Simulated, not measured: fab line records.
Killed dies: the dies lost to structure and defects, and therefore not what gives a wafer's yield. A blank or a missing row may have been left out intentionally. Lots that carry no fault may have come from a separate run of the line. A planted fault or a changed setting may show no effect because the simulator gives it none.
Matching of chambers | flow gf180mcu | pecvd-02 running GF_V5_CVD_02: 3 sister chambers
The step deposits SiO2 from TEOS, target thk 1450 nm, time 163.28 s. 6 wafers are shown with their chamber, then 7 later ones without.

== EACH WAFER AND ITS CHAMBER ==
wafer  | chamber | heater-power-w (W)
L077.2 | 1       | 839
L082.1 | 0       | 532
L082.4 | 2       | 682
L082.5 | 0       | 590
L083.1 | 1       | 822
L083.3 | 2       | 673

== WAFERS WHOSE CHAMBER IS MISSING ==
wafer  | heater-power-w (W)
L083.5 | 492
L092.1 | 623
L092.3 | 828
L092.5 | 868
L096.1 | 792
L096.3 | 551
L096.6 | 604

== WHICH CHAMBER EACH WENT THROUGH ==
wafer  | from the rows above     | in truth
L083.5 | 0                       | 0
L092.1 | can't be placed: 2 or 0 | 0
L092.3 | 1                       | 1
L092.5 | 1                       | 1
L096.1 | 1                       | 1
L096.3 | 0                       | 0
L096.6 | can't be placed: 0 or 2 | 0
Placed correctly: 5 of 7. Not placeable from these rows: 2 (in 2, the candidates include the true chamber). Placed wrongly: 0.
How it was worked out, from the rows above alone: a wafer's distance from a chamber is the root of the sum, over the readings, of the square of ((its reading less the chamber's mean) divided by the reading's scatter). The wafer belongs to the nearest chamber; if the next one is less than 2 further off, it can't be placed. A chamber's mean is the mean of its shown wafers. The scatter is the square root of a quotient: the sum, over the shown wafers, of each reading's squared deviation from its chamber's mean, divided by wafers minus chambers.
